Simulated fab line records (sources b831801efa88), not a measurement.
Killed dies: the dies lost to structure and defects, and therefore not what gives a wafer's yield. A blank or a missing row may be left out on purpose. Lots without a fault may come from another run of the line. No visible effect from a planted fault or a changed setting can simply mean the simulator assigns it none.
Comparing a struck lot with a sound one :: flow sky130 :: 26 steps out of a route of 708
Sound: the wafers L821.2, L821.3, L821.5. The struck wafers were L817.1, L817.3, L817.4. The cause comes at the end.
Order at every step that has rows: each side's tool, ch and its chambers, its first start. Under that, the readings that differ: sound wafers :: struck wafers :: difference of the means :: sigmas: that difference in standard deviations of wafers without a fault.
alike: a reading whose means differ by less than 2 such deviations, as well as words and numbers matching on both sides. not compared: withheld readings; readings where some wafer has no value; bounds like >300 that might hide an equal value; numbers whose values overlap and for which the record gives no deviation.
The two part at a step that has a row with sigmas, a row that says differs or no value, or rows on one side only. Numbers that don't overlap but have no deviation are shown without sigmas and don't part them. Lack of a reading on every wafer of one side parts them only where that side has two or more wafers.

SKY_VT_ADJUST_LVTN_STRIP_20: strips in O2/N2.
  sound on plasmaAsher-02 ch 0,1, day 12 10:10; struck on plasmaAsher-03 ch 0,1, day 11 04:04
  alike: chamberPressureMTorr, drypumpMotorCurrentA, n2FlowSccm, oesProductAu, stripTimeToEndpointS
  not compared: rfHoursCounterH
SKY_VT_ADJUST_LVTN_TW_MEAS_21:
  struck on filmMetro-03, day 11 04:10; sound on filmMetro-01, day 12 10:17
  alike: VT_ADJUST_LVTN_2_TW
then, 7 steps without rows for these wafers: SKY_VT_ADJUST_NCORE_DEHYDRATE_00 (time 60 s); SKY_VT_ADJUST_NCORE_HMDS_01 (prime time 60 s); SKY_VT_ADJUST_NCORE_COAT_02 (resist thk 1140 nm); SKY_VT_ADJUST_NCORE_SOFTBAKE_03 (time 60 s); SKY_VT_ADJUST_NCORE_EXPOSE_04 (exposes mask LVTN COMPLEMENT THIN, target cd 380 nm); SKY_VT_ADJUST_NCORE_PEB_05; SKY_VT_ADJUST_NCORE_DEVELOP_06 (develop time 60 s).
SKY_VT_ADJUST_NCORE_CD_MEAS_07: the cd target is 380 nm.
  struck on cdSem-02, day 12 03:14; sound on cdSem-01, day 13 11:23
  alike: cdNm
SKY_VT_ADJUST_NCORE_OVL_MEAS_08:
  struck on overlay-02, day 12 03:22; sound on overlay-01, day 13 11:29
  alike: VT_ADJUST_NCORE_OVL
following that, these wafers have no rows for 1 step: SKY_VT_ADJUST_NCORE_IMPLANT_09.
SKY_VT_ADJUST_NCORE_STRIP_10: strips in O2/N2.
  sound on plasmaAsher-03 ch 1, day 13 11:40; struck on plasmaAsher-01 ch 0,1, day 12 03:33
  no value came back on the struck wafers for any of 5 readings (chamberPressureMTorr (mTorr), drypumpMotorCurrentA (A) and others); on the sound wafers chamberPressureMTorr (mTorr) reads 1498.4 1499.1 1501.8
reading: model.NOVOLAK_of_VT_ADJUST_NCORE_COAT_02.thkNm (nm)
sound: 0 0 0
struck: 1139 1137 1139
difference: +1138
sigmas: 
  not compared: rfHoursCounterH
SKY_VT_ADJUST_NCORE_TW_MEAS_11:
  struck on filmMetro-04, day 12 03:39; sound on filmMetro-03, day 13 11:47
  alike: VT_ADJUST_NCORE_TW
then, 7 steps without rows for these wafers: SKY_VT_ADJUST_HVTR_DEHYDRATE_00 (time 60 s); SKY_VT_ADJUST_HVTR_HMDS_01 (prime time 60 s); SKY_VT_ADJUST_HVTR_COAT_02 (resist thk 1140 nm); SKY_VT_ADJUST_HVTR_SOFTBAKE_03 (time 60 s); SKY_VT_ADJUST_HVTR_EXPOSE_04 (exposes mask HVTRM, target cd 380 nm); SKY_VT_ADJUST_HVTR_PEB_05; SKY_VT_ADJUST_HVTR_DEVELOP_06 (develop time 60 s).
SKY_VT_ADJUST_HVTR_CD_MEAS_07: the cd target is 380 nm.
  struck on cdSem-02, day 13 04:56; sound on cdSem-01, day 14 12:40
  alike: cdNm
SKY_VT_ADJUST_HVTR_OVL_MEAS_08:
  struck on overlay-02, day 13 05:04; sound on overlay-01, day 14 12:46
  alike: VT_ADJUST_HVTR_OVL
following that, these wafers have no rows for 1 step: SKY_VT_ADJUST_HVTR_IMPLANT_09.
SKY_VT_ADJUST_HVTR_STRIP_10: strips in O2/N2.
  sound on plasmaAsher-04 ch 0, day 14 12:56; struck on plasmaAsher-01 ch 0,1, day 13 05:14
reading: stripTimeToEndpointS (s)
sound: 14.12 14.15 14.20
struck: 31.25 31.21 31.23
difference: +17.07
sigmas: +99 or more
  alike: chamberPressureMTorr, drypumpMotorCurrentA, n2FlowSccm, oesProductAu
  not compared: rfHoursCounterH
SKY_VT_ADJUST_HVTR_TW_MEAS_11:
  struck on filmMetro-01, day 13 05:34; sound on filmMetro-01, day 14 13:03
reading: VT_ADJUST_HVTR_TW
sound: 211.2 212.5 212.7
struck: 30.0 29.9 30.0
difference: -182.2
sigmas: -96
  not compared: hold

== WHERE THEY PART ==
Earliest at SKY_VT_ADJUST_NCORE_STRIP_10; latest, in this record, at SKY_VT_ADJUST_HVTR_TW_MEAS_11.

WHY: what the simulator had put in
Beginning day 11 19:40, the whole step at SKY_VT_ADJUST_NCORE_STRIP_10 was skipped on plasmaAsher-01. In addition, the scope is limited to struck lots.
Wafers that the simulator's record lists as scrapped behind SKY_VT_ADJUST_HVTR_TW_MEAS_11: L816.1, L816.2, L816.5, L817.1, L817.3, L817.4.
